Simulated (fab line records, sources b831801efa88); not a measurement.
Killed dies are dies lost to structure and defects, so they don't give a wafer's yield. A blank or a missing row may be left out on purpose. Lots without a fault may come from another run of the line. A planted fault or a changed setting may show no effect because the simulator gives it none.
fab line records | flow sky130
record lots=6 wafers=18 last_day=50
route steps=708 shown POLY_CUT@318 SD_P@320 RES_XHIGH@332 PAD_OPEN@708
lots that met no fault: from a run of the same line without faults
start_h: hours from the record's first day to the start of the lot's first wafer shown | wait_h: hours since the lot's step before | " the same as in the row above | L1.1+2: a row that stands for several wafers | - no value, or no start given | * or withheld: withheld | < > ~ a bound
route shown NAME@n: a module of which the file shows steps, and the number in the route of the first | usual: mean/standard deviation of fault-free wafers | same: alike in all rows | chamber/n: place in a boat | sites: the reading at each site | _std_site: their standard deviation | _edge_site: outer sites' mean less inner sites' | radius_mm: how far each site lies from the wafer's centre | mask NAME#n: copy n | behind: the tool/chamber that last shaped the wafer | hold: why the lot was held/for how many hours/how that ended | device: the transistor (n, p or np) that didn't switch | end of line: the same wafers' tests at the end of the route | a step without rows: its recipe alone | killed: dies lost to structure and defects at the first sort, not the wafer's yield | map: a wafer's dies, x killed, . not, _ none there
set.NAME: the setting as run; set.NAME@STEP: as run at that earlier step | model.NAME: the simulator's own value behind a step, which no gauge read
lots at some steps of the route; a table a step, a row a wafer
services: from which hour (start_h, from the record's first day; less than 0 if before it) a tool's chamber was out of use, for how many hours, and why
## steps
# step SKY_POLY_CUT_ETCH_11
# recipe target=Si3N4 chemistry=CF4/CH2F2/Ar stop_on=poly-Si source_w=600 bias_w=155.1 pressure_mtorr=40 cf4_flow_sccm=40 ch2f2_flow_sccm=20 Ar_flow_sccm=150 time_s=42.5 target_depth_a=600
# usual drypump_motor_current_A=5.7/0.51 oes_product_au=0.832/0.0064 throttle_valve_pct=14.995/0.0093
# columns lot.wafer tool chamber start_h wait_h drypump_motor_current_A oes_product_au rf_hours_counter_h throttle_valve_pct
L988.2 rie_diel-03 2 574.84 0.0 6.0 0.833 7 15.009
L988.4 " 0 " " 5.7 0.832 - 15.017
L988.5 " 1 " " 6.0 0.837 - 14.997
L100.1 rie_diel-01 2 657.28 0.0 5.4 0.826 55 14.988
L100.2 " 0 " " 5.9 0.829 56 14.992
L100.6 " 1 " " 5.6 0.842 - 15.001
L101.1 rie_diel-02 0 674.78 0.0 4.8 0.829 0 14.989
L101.3 " 1 " " 6.5 0.835 9 14.989
L101.5 " 2 " " 5.4 0.835 - 14.988
L104.1 rie_diel-03 2 692.33 0.0 6.0 0.845 10 15.000
L104.5 " 1 " " 6.0 0.836 - 15.011
L104.6 " 0 " " 5.7 0.834 - 14.991
L108.1 rie_diel-02 3 731.09 0.0 4.7 0.825 0 14.993
L108.2 " 1 " " 6.5 0.830 10 15.005
L108.5 " 1 " " 6.5 0.834 - 14.980
L111.1 rie_diel-03 1 766.63 0.0 6.0 0.835 21 14.998
L111.2 " 0 " " 5.7 0.838 26 14.994
L111.4 " 2 " " 6.0 0.840 - 14.984
# step SKY_POLY_CUT_STRIP_12
# recipe chemistry=O2/N2 power_w=1400 pressure_mtorr=1500 platen_temp_c=withheld o2_flow_sccm=3000 n2_flow_sccm=300 overash_fraction=0.5
# usual chamber_pressure_mTorr=1499.8/1.4 drypump_motor_current_A=5.4/0.47 oes_product_au=0.452/0.0042 strip_time_to_endpoint_s=5.353/0.018
# columns lot.wafer tool chamber start_h wait_h chamber_pressure_mTorr drypump_motor_current_A oes_product_au rf_hours_counter_h strip_time_to_endpoint_s
L988.2 plasma_asher-04 1 574.88 0.0 1500.9 5.2 0.459 77 5.391
L988.4 " 0 " " 1500.3 5.0 0.454 - 5.370
L988.5 " 1 " " 1498.6 5.2 0.457 - 5.369
L100.1 plasma_asher-03 0 657.32 0.0 1500.3 5.2 0.455 94 5.373
L100.2 " 1 " " 1500.9 6.1 0.451 94 5.376
L100.6 " 1 " " 1499.9 6.1 0.455 - 5.355
L101.1 plasma_asher-03 1 674.82 0.0 1501.2 6.0 0.451 96 5.351
L101.3 " 1 " " 1500.2 6.0 0.454 - 5.323
L101.5 " 1 " " 1497.8 6.0 0.446 - 5.336
L104.1 plasma_asher-02 0 692.37 0.0 1498.8 5.0 0.450 56 5.354
L104.5 " 1 " " 1499.1 6.1 0.454 - 5.379
L104.6 " 0 " " 1502.8 5.0 0.459 - 5.329
L108.1 plasma_asher-02 1 731.13 0.0 1500.6 6.1 0.452 60 5.349
L108.2 " 0 " " 1500.6 5.0 0.454 60 5.366
L108.5 " 1 " " 1501.8 6.1 0.456 - 5.352
L111.1 plasma_asher-02 1 766.67 0.0 1500.2 6.1 0.448 63 5.331
L111.2 " 0 " " 1499.7 5.0 0.444 63 5.323
L111.4 " 0 " " 1497.2 5.0 0.455 - 5.329
# step SKY_SD_P_DEHYDRATE_00
# recipe temp_c=200 time_s=60
# step SKY_SD_P_HMDS_01
# recipe prime_time_s=60 prime_temp_c=120
# step SKY_SD_P_COAT_02
# recipe resist=NOVOLAK spin_rpm=3000 resist_thk_nm=1140
# step SKY_SD_P_SOFTBAKE_03
# recipe temp_c=90 time_s=60 resist=NOVOLAK
# step SKY_SD_P_EXPOSE_04
# recipe mask_id=PSDM na=0.6 source_shape=conventional sigma_outer=0.6 polarization=unpolarized target_cd_nm=380 dose_mj=138
# step SKY_SD_P_PEB_05
# recipe temp_c=withheld time_s=* resist=NOVOLAK
# step SKY_SD_P_DEVELOP_06
# recipe resist=NOVOLAK developer=TMAH develop_time_s=60 dev_temp_c=23
# step SKY_SD_P_CD_MEAS_07
# recipe target_cd_nm=380
# usual cd_nm=379.3/2.6
# columns lot.wafer tool chamber start_h wait_h cd_nm
L988.2 cd_sem-01 - 604.35 0.1 379.9
L988.4 " - " " 375.8
L988.5 " - " " 377.5
L100.1 cd_sem-02 - 684.84 0.1 381.6
L100.2 " - " " 380.6
L100.6 " - " " 382.6
L101.1 cd_sem-02 - 702.58 0.1 377.9
L101.3 " - " " 379.2
L101.5 " - " " 378.0
L104.1 cd_sem-01 - 719.79 0.1 384.3
L104.5 " - " " 381.7
L104.6 " - " " 384.2
L108.1 cd_sem-01 - 758.45 0.2 378.4
L108.2 " - " " 379.6
L108.5 " - " " 379.3
L111.1 cd_sem-02 - 792.83 0.1 376.0
L111.2 " - " " 377.3
L111.4 " - " " 375.8
# step SKY_SD_P_OVL_MEAS_08
# usual SD_P_OVL=0.8/1.3
# columns lot.wafer tool chamber start_h wait_h SD_P_OVL[nm]
L988.2 overlay-01 - 604.46 0.1 1.9
L988.4 " - " " 1.8
L988.5 " - " " 2.1
L100.1 overlay-01 - 684.96 0.1 1.5
L100.2 " - " " 3.3
L100.6 " - " " 0.7
L101.1 overlay-02 - 702.70 0.1 2.0
L101.3 " - " " 2.6
L101.5 " - " " 0.3
L104.1 overlay-01 - 719.91 0.1 -0.4
L104.5 " - " " -1.5
L104.6 " - " " 0.4
L108.1 overlay-01 - 758.57 0.1 1.3
L108.2 " - " " 0.9
L108.5 " - " " -0.1
L111.1 overlay-02 - 792.95 0.1 2.0
L111.2 " - " " 3.0
L111.4 " - " " 3.3
# step SKY_SD_P_IMPLANT_09
# recipe species=BF2 energy_kev=20 dose_cm2=3e+15 tilt_deg=0
# step SKY_SD_P_STRIP_10
# recipe chemistry=O2/N2 power_w=1400 pressure_mtorr=1500 platen_temp_c=withheld o2_flow_sccm=3000 n2_flow_sccm=300 overash_fraction=0.5
# usual chamber_pressure_mTorr=1500.0/1.2 drypump_motor_current_A=5.5/0.49 oes_product_au=0.618/0.0046 strip_time_to_endpoint_s=17.49/0.056
# columns lot.wafer tool chamber start_h wait_h chamber_pressure_mTorr drypump_motor_current_A oes_product_au rf_hours_counter_h strip_time_to_endpoint_s model.NOVOLAK_of_SD_P_COAT_02.thk_nm
L988.2 plasma_asher-04 0 604.64 0.1 1498.5 5.0 0.618 80 17.55 0
L988.4 " 1 " " 1498.9 5.2 0.621 - 17.54 0
L988.5 " 0 " " 1500.3 5.0 0.629 - 17.57 0
L100.1 plasma_asher-01 0 685.15 0.1 - - - - - 1141
L100.2 " 1 " " - - - - - 1142
L100.6 " 1 " " - - - - - 1143
L101.1 plasma_asher-04 1 702.89 0.1 - - - - - 1144
L101.3 " 0 " " - - - - - 1142
L101.5 " 1 " " - - - - - 1139
L104.1 plasma_asher-03 1 720.10 0.1 1500.1 6.0 0.618 101 17.47 0
L104.5 " 1 " " 1499.7 6.1 0.623 - 17.44 0
L104.6 " 0 " " 1498.8 5.2 0.620 - 17.49 0
L108.1 plasma_asher-01 1 758.75 0.1 1502.0 5.6 0.614 34 17.40 0
L108.2 " 0 " " 1499.8 6.3 0.610 34 17.46 0
L108.5 " 0 " " 1498.6 6.3 0.621 - 17.44 0
L111.1 plasma_asher-01 0 793.14 0.1 1501.5 6.3 0.615 37 17.59 0
L111.2 " 1 " " 1501.3 5.7 0.616 37 17.59 0
L111.4 " 1 " " 1498.5 5.6 0.609 - 17.61 0
# step SKY_SD_P_TW_MEAS_11
# usual SD_P_TW=2833/45
# columns lot.wafer tool chamber start_h wait_h SD_P_TW
L988.2 film_metro-01 - 604.75 0.1 2893
L988.4 " - " " 2892
L988.5 " - " " 2889
L100.1 film_metro-01 - 685.25 0.1 2875
L100.2 " - " " 2887
L100.6 " - " " 2884
L101.1 film_metro-04 - 702.99 0.1 2839
L101.3 " - " " 2843
L101.5 " - " " 2831
L104.1 film_metro-03 - 720.20 0.1 2779
L104.5 " - " " 2764
L104.6 " - " " 2771
L108.1 film_metro-04 - 758.85 0.1 2849
L108.2 " - " " 2846
L108.5 " - " " 2831
L111.1 film_metro-01 - 793.24 0.1 2874
L111.2 " - " " 2878
L111.4 " - " " 2881
# step SKY_RES_XHIGH_DEHYDRATE_00
# recipe temp_c=200 time_s=60
# step SKY_RES_XHIGH_HMDS_01
# recipe prime_time_s=60 prime_temp_c=120
# step SKY_RES_XHIGH_COAT_02
# recipe resist=NOVOLAK spin_rpm=3000 resist_thk_nm=1140
# step SKY_RES_XHIGH_SOFTBAKE_03
# recipe temp_c=90 time_s=61.26 resist=NOVOLAK
# usual plate_sensor_t_centre_C=90.756/0.01 plate_sensor_t_edge_C=90.829/0.01
# columns lot.wafer tool chamber start_h wait_h plate_sensor_t_centre_C plate_sensor_t_edge_C
L988.2 litho_track-02 0 619.35 0.1 90.769 90.827
L988.4 " 0 " " 90.761 90.818
L988.5 " 0 " " 90.747 90.839
L100.1 litho_track-02 0 698.43 0.1 90.742 90.813
L100.2 " 0 " " 90.753 90.831
L100.6 " 0 " " 90.765 90.827
L101.1 litho_track-02 0 716.73 0.1 90.760 90.833
L101.3 " 0 " " 90.741 90.816
L101.5 " 0 " " 90.761 90.823
L104.1 litho_track-01 0 733.53 0.1 90.758 90.820
L104.5 " 0 " " 90.745 90.841
L104.6 " 0 " " 90.756 90.837
L108.1 litho_track-01 0 772.58 0.1 90.756 90.832
L108.2 " 0 " " 90.756 90.844
L108.5 " 0 " " 90.767 90.844
L111.1 litho_track-03 0 806.03 0.1 90.754 90.828
L111.2 " 0 " " 90.759 90.838
L111.4 " 0 " " 90.773 90.836
# step SKY_RES_XHIGH_EXPOSE_04
# recipe mask_id=URPM na=0.6 source_shape=conventional sigma_outer=0.6 polarization=unpolarized target_cd_nm=1270 dose_mj=140
# step SKY_RES_XHIGH_PEB_05
# recipe temp_c=withheld time_s=* resist=NOVOLAK
# step SKY_RES_XHIGH_DEVELOP_06
# recipe resist=NOVOLAK developer=TMAH develop_time_s=60 dev_temp_c=23
# step SKY_RES_XHIGH_IMPLANT_07
# recipe species=BF2 energy_kev=20 dose_cm2=3.6e+14 tilt_deg=0
# step SKY_RES_XHIGH_STRIP_08
# recipe chemistry=O2/N2 power_w=1400 pressure_mtorr=1500 platen_temp_c=withheld o2_flow_sccm=3000 n2_flow_sccm=300 overash_fraction=0.5
# usual chamber_pressure_mTorr=1500.2/1.4 drypump_motor_current_A=5.6/0.53 oes_product_au=0.711/0.0043 strip_time_to_endpoint_s=14.26/0.038
# columns lot.wafer tool chamber start_h wait_h chamber_pressure_mTorr drypump_motor_current_A oes_product_au rf_hours_counter_h strip_time_to_endpoint_s
L988.2 plasma_asher-04 1 634.18 0.1 1500.1 5.2 0.704 83 14.31
L988.4 " 0 " " 1500.3 5.0 0.711 - 14.33
L988.5 " 0 " " 1501.0 5.0 0.716 - 14.33
L100.1 plasma_asher-02 1 712.58 0.1 1500.3 6.1 0.716 58 31.31
L100.2 " 0 " " 1499.7 5.0 0.715 58 31.33
L100.6 " 1 " " 1501.2 6.1 0.717 - 31.37
L101.1 plasma_asher-02 0 729.93 0.1 1499.3 5.0 0.725 59 31.47
L101.3 " 1 " " 1502.0 6.1 0.720 - 31.40
L101.5 " 1 " " 1500.3 6.1 0.717 - 31.29
L104.1 plasma_asher-02 0 747.93 0.1 1500.8 5.0 0.715 61 14.30
L104.5 " 1 " " 1501.3 6.1 0.714 - 14.29
L104.6 " 0 " " 1500.4 5.0 0.718 - 14.28
L108.1 plasma_asher-01 0 786.18 0.1 1501.1 6.3 0.707 36 14.25
L108.2 " 1 " " 1501.0 5.7 0.709 36 14.25
L108.5 " 1 " " 1500.2 5.6 0.709 - 14.27
L111.1 plasma_asher-04 1 818.68 0.1 1501.7 5.2 0.714 101 14.29
L111.2 " 0 " " 1501.2 5.0 0.713 101 14.19
L111.4 " 0 " " 1498.0 5.0 0.710 - 14.26
# step SKY_RES_XHIGH_TW_MEAS_09
# usual RES_XHIGH_TW=1654/20
# columns lot.wafer tool chamber start_h wait_h hold RES_XHIGH_TW
L988.2 film_metro-01 - 634.29 0.1 - 1670
L988.4 " - " " - 1677
L988.5 " - " " - 1680
L100.1 film_metro-03 - 712.68 0.1 await_dispo/0.2h/release 30
L100.2 " - " " await_dispo/0.2h/release 29
L100.6 " - " " await_dispo/0.2h/release 29
L100.1 film_metro-03 - 712.91 0.2 - 29
L100.2 " - " " - 30
L100.6 " - " " - 30
L101.1 film_metro-03 - 730.03 0.1 await_dispo/0.2h/release 30
L101.3 " - " " await_dispo/0.2h/release 30
L101.5 " - " " await_dispo/0.2h/release 30
L101.1 film_metro-03 - 730.26 0.2 - 30
L101.3 " - " " - 30
L101.5 " - " " - 30
L104.1 film_metro-04 - 748.03 0.1 - 1651
L104.5 " - " " - 1654
L104.6 " - " " - 1651
L108.1 film_metro-04 - 786.28 0.1 - 1653
L108.2 " - " " - 1657
L108.5 " - " " - 1647
L111.1 film_metro-01 - 818.78 0.1 - 1667
L111.2 " - " " - 1661
L111.4 " - " " - 1670
# step SKY_PAD_OPEN_PROBE_99
# usual defect_limited_yield=82.5/1.8 killed_at_M0_to_M3=45/6.8 killed_at_M4_up=3.1/2 killed_at_contacts=23/5.2 killed_at_front_end=14/3.7 killed_at_other=0.3/0.61 killed_dies=86/9 killed_open=46/6.9 killed_short=39/6.4 sort_bin_3_pad_short=0.9/0.44 sort_bin_5_function=10.5/1.4 sort_bin_6_memory=6.1/1.1 sort_n_pass=406/9 sort_yield_pct=82.5/1.8
# same gross_dies=492 killed_at_back_side=0 sort_bin_4_leakage[%]=0 sort_bin_8_speed[%]=0
# columns lot.wafer tool chamber start_h wait_h defect_limited_yield[%] killed_at_M0_to_M3 killed_at_M4_up killed_at_contacts killed_at_front_end killed_at_other killed_dies killed_open killed_short sort_bin_3_pad_short[%] sort_bin_5_function[%] sort_bin_6_memory[%] sort_n_pass sort_yield_pct[%]
L988.2 prober-01 - 1085.48 0.1 84.8 36 0 26 13 0 75 42 33 1.0 8.9 5.3 417 84.8
L988.4 prober-01 - 1085.58 0.2 86.6 34 2 19 11 0 66 35 31 0.8 8.1 4.5 426 86.6
L988.5 prober-01 - 1085.63 0.2 83.7 44 3 28 4 1 80 44 36 1.6 9.3 5.3 412 83.7
L104.1 prober-01 - 1165.30 0.1 79.9 50 4 23 22 0 99 55 44 1.0 11.6 7.5 393 79.9
L104.5 prober-01 - 1165.50 0.2 80.3 44 3 30 20 0 97 60 37 1.2 10.8 7.7 395 80.3
L104.6 prober-01 - 1165.55 0.2 81.9 43 3 29 14 0 89 54 35 0.6 11.8 5.7 403 81.9
L108.1 prober-01 - 1187.63 0.1 82.5 45 2 19 20 0 86 48 38 0.4 10.8 6.3 406 82.5
L108.2 prober-01 - 1187.68 0.1 78.7 44 9 32 19 1 105 49 56 1.6 13.2 6.5 387 78.7
L108.5 prober-01 - 1187.83 0.2 79.5 55 10 26 10 0 101 51 50 0.8 13.8 5.9 391 79.5
L111.1 prober-02 - 1209.11 0.1 83.7 41 5 21 12 1 80 44 36 1.0 10.0 5.3 412 83.7
L111.2 prober-02 - 1209.16 0.1 81.9 45 4 27 13 0 89 57 31 0.2 10.2 7.7 403 81.9
L111.4 prober-02 - 1209.26 0.2 79.3 57 4 25 16 0 102 49 52 1.4 12.4 6.9 390 79.3
# killed by level:class
L988.2 LI_CONTACT:geometric_particle:open=10 VIA1:geometric_particle:open=9 CONTACT:geometric_particle:open=8 VIA1:geometric_particle:short=6 METAL1:geometric_particle:short=5 FIELD_ISO:geometric_particle:open=4 FIELD_ISO:geometric_particle:short=4 METAL3:geometric_particle:short=4
L988.4 VIA1:geometric_particle:open=10 CONTACT:geometric_particle:open=7 CONTACT:geometric_particle:short=4 METAL1:geometric_particle:short=4 VIA2:geometric_particle:open=4 FIELD_ISO:geometric_particle:open=3 POLY_GATE:geometric_particle:open=3 VIA2:geometric_particle:short=3
L988.5 VIA1:geometric_particle:open=13 CONTACT:geometric_particle:open=11 LI_CONTACT:geometric_particle:open=7 LOCAL_INTERCONNECT:geometric_particle:short=7 VIA1:geometric_particle:short=6 VIA3:geometric_particle:short=6 VIA2:geometric_particle:open=5 METAL1:geometric_particle:short=4
L104.1 METAL2:geometric_particle:short=10 LI_CONTACT:geometric_particle:open=9 FIELD_ISO:geometric_particle:open=8 VIA3:geometric_particle:open=8 CONTACT:geometric_particle:open=6 METAL1:geometric_particle:short=6 VIA2:geometric_particle:open=6 VIA1:geometric_particle:open=6
L104.5 VIA1:geometric_particle:open=12 CONTACT:geometric_particle:open=11 LI_CONTACT:geometric_particle:open=8 VIA3:geometric_particle:open=7 POLY_GATE:geometric_particle:open=5 CONTACT:geometric_particle:short=5 VIA2:geometric_particle:open=5 FIELD_ISO:geometric_particle:open=4
L104.6 CONTACT:geometric_particle:open=13 VIA1:geometric_particle:open=12 LI_CONTACT:geometric_particle:open=8 METAL2:geometric_particle:short=7 VIA2:geometric_particle:open=6 VIA3:geometric_particle:open=5 FIELD_ISO:geometric_particle:open=4 METAL1:geometric_particle:short=4
L108.1 METAL2:geometric_particle:short=10 VIA1:geometric_particle:open=9 CONTACT:geometric_particle:open=8 FIELD_ISO:geometric_particle:open=6 POLY_GATE:geometric_particle:open=6 LI_CONTACT:geometric_particle:short=5 VIA2:geometric_particle:open=5 METAL1:geometric_particle:short=4
L108.2 CONTACT:geometric_particle:open=10 VIA1:geometric_particle:open=8 METAL2:geometric_particle:short=8 LI_CONTACT:geometric_particle:open=7 METAL4:geometric_particle:short=7 FIELD_ISO:geometric_particle:short=6 POLY_GATE:geometric_particle:short=6 VIA2:geometric_particle:open=6
L108.5 VIA1:geometric_particle:open=13 VIA2:geometric_particle:open=9 VIA1:geometric_particle:short=8 METAL4:geometric_particle:short=7 CONTACT:geometric_particle:short=6 LI_CONTACT:geometric_particle:open=6 CONTACT:geometric_particle:open=6 VIA3:geometric_particle:open=6
L111.1 LI_CONTACT:geometric_particle:open=12 VIA3:geometric_particle:open=10 VIA2:geometric_particle:short=7 VIA1:geometric_particle:open=7 VIA3:geometric_particle:short=5 CONTACT:geometric_particle:open=4 METAL2:geometric_particle:short=4 FIELD_ISO:geometric_particle:open=3
L111.2 VIA3:geometric_particle:open=12 CONTACT:geometric_particle:open=11 VIA1:geometric_particle:open=11 FIELD_ISO:geometric_particle:open=6 LI_CONTACT:geometric_particle:open=6 LOCAL_INTERCONNECT:geometric_particle:short=5 VIA1:geometric_particle:short=5 VIA2:geometric_particle:open=5
L111.4 METAL2:geometric_particle:short=11 VIA1:geometric_particle:open=10 VIA2:geometric_particle:open=9 CONTACT:geometric_particle:open=8 VIA3:geometric_particle:open=7 FIELD_ISO:geometric_particle:short=5 LI_CONTACT:geometric_particle:open=5 LI_CONTACT:geometric_particle:short=5
## services
# columns tool chamber start_h hours kind
plasma_asher-04 - 578.99 1.3 repair
rie_diel-02 3 579.74 8.3 repair
plasma_asher-02 - 581.25 0.8 repair
rie_diel-02 0 587.65 8.8 repair
plasma_asher-02 - 589.04 14.1 repair
rie_diel-01 0 628.81 6.0 repair
plasma_asher-04 - 629.67 0.7 repair
rie_diel-01 3 635.22 10.7 repair
plasma_asher-04 - 646.79 14.6 pm
rie_diel-03 1 654.45 6.3 repair
rie_diel-02 1 690.14 5.1 repair
rie_diel-03 2 698.71 11.2 repair
rie_diel-03 1 704.00 3.0 repair
rie_diel-03 0 720.43 1.3 repair
rie_diel-01 3 725.85 23.6 repair
rie_diel-01 2 730.21 7.1 repair
plasma_asher-03 - 733.75 9.0 pm
rie_diel-02 - 738.15 0.9 repair
rie_diel-03 1 754.00 4.3 repair
rie_diel-02 1 754.77 3.0 repair
rie_diel-01 2 761.54 5.8 repair
rie_diel-03 3 764.24 5.9 repair
rie_diel-03 - 777.37 1.0 repair
plasma_asher-03 - 799.04 25.4 pm
## key
first_sign step=SKY_SD_P_STRIP_10 reading=tool_record direction=missing
effect step=SKY_RES_XHIGH_STRIP_08 reading=strip_time_to_endpoint_s direction=up sigmas=99+ usual=* struck=*
effect step=SKY_RES_XHIGH_TW_MEAS_09 reading=visit direction=added
effect step=SKY_RES_XHIGH_TW_MEAS_09 reading=RES_XHIGH_TW direction=down sigmas=83 usual=1654 struck=30
model_effect step=SKY_SD_P_STRIP_10 value=NOVOLAK_of_SD_P_COAT_02.thk_nm without=0 struck=1142
met_at SKY_SD_P_STRIP_10
struck_wafers L100.1,L100.2,L100.6,L101.1,L101.3,L101.5
scrapped_behind SKY_RES_XHIGH_TW_MEAS_09 L100.1,L100.2,L100.6,L101.1,L101.3,L101.5
onset_between 604.64 685.15
fault kind=skipped_step_whole tool=plasma_asher-01,plasma_asher-04 chamber=- onset_h=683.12 steps=SKY_SD_P_STRIP_10 scope=struck_lots_only
